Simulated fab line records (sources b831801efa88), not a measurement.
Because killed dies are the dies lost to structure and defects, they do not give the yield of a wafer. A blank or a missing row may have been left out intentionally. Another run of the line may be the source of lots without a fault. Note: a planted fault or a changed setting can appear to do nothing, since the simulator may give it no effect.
8D (eight disciplines) problem report, filled in by code	flow sky130	the parts of the form that need people (team, actions taken, sign-off) are left out

== 1. THE ISSUE ==
Across 9 wafers from 3 lots, VT_ADJUST_HVTP_TW at SKY_VT_ADJUST_HVTP_TW_MEAS_11 averages 30, while fault-free wafers read 1360 with a standard deviation of 16. Relative to the usual mean, that is a shift of -83 standard deviations.
First seen on wafer L363.1, day 6 13:46, on filmMetro-02. The record has a number at this step for 36 wafers belonging to 12 lots. By rule, "out" or "out of limits" means more than 4 standard deviations away from the usual mean. Any other wafer with a number is counted as sound.

== 2. WHAT IT IS, AND WHAT IT ISN'T ==
question	is	is not
which readings at this step	VT_ADJUST_HVTP_TW	-
which lots	L363, L364, L365	L362, L368, L373, L375, L376, L379, L380, L382, L384
which wafers of those lots	all that have a number	-
read on which gauges	filmMetro-02, filmMetro-03	filmMetro-01
when	from day 6 13:46	up to then (3 sound wafers); but 24 sound wafers of L368, L373, L375, L376, L379, L380, L382, L384 came after

== 3. WHAT RULES OUT EACH SUSPECT ==
Counting: any tool at a process step up to the reading is kept as a suspect provided that every lot that is out went through it and no sound lot did after the first of them.
- ruled out: the gauge at SKY_VT_ADJUST_HVTP_TW_MEAS_11. Those wafers that are out were read across 2 gauges (filmMetro-02, filmMetro-03).
- plasmaAsher-02 at SKY_NWELL_STRIP_25 (strips in O2/N2): ruled out as a lasting fault. The sound lots L384 went through it after L363, its earliest lot that is out (day 5 17:46).
Left after counting: nothing in the record.

== 4. THE CAUSE (what the simulator had put in) ==
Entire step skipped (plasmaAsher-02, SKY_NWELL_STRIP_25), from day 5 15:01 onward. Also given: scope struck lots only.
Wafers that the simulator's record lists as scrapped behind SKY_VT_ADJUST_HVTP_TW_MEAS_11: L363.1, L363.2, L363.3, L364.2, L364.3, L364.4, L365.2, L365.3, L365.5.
It was ruled out by counting, in error; the rule expects a fault to strike all lots run on its tool from its start on, and this fault did not.

== 5. THE EFFECT CHAIN, in route order ==
One row per reading whose mean, taken over the struck wafers that have a number, lies over 3 standard deviations from the usual. Scope: only readings with a usual standard deviation given in the record; hours: median across lots of the time from each lot's start at the first step in this table that gives one to its start at this step; sigmas: change in usual standard deviations.
hours	step	reading	usual	on struck wafers	change	sigmas
0	SKY_VT_ADJUST_HVTP_STRIP_10	stripTimeToEndpointS	14.19 s	58.83	+44.64	+99 or more
0	SKY_VT_ADJUST_HVTP_TW_MEAS_11	VT_ADJUST_HVTP_TW	1360	30	-1330	-83
Here are the process steps it includes:
- SKY_VT_ADJUST_HVTP_STRIP_10: strips in O2/N2.
Readings that are blank on the struck wafers while sound wafers have them: chamberPressureMTorr at SKY_NWELL_STRIP_25; drypumpMotorCurrentA at SKY_NWELL_STRIP_25; oesProductAu at SKY_NWELL_STRIP_25; stripTimeToEndpointS at SKY_NWELL_STRIP_25.

== 6. HOW IT WOULD HAVE BEEN CAUGHT EARLIER ==
23 hours passed between the start of the fault at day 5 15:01 and the first reading out of limits at a measuring or inspecting step in this record, taken at day 6 13:46.
At SKY_NWELL_STRIP_25 the tool's readings are blank on the struck wafers, where sound wafers have them: an empty tool record is the first sign, and it was there at once.
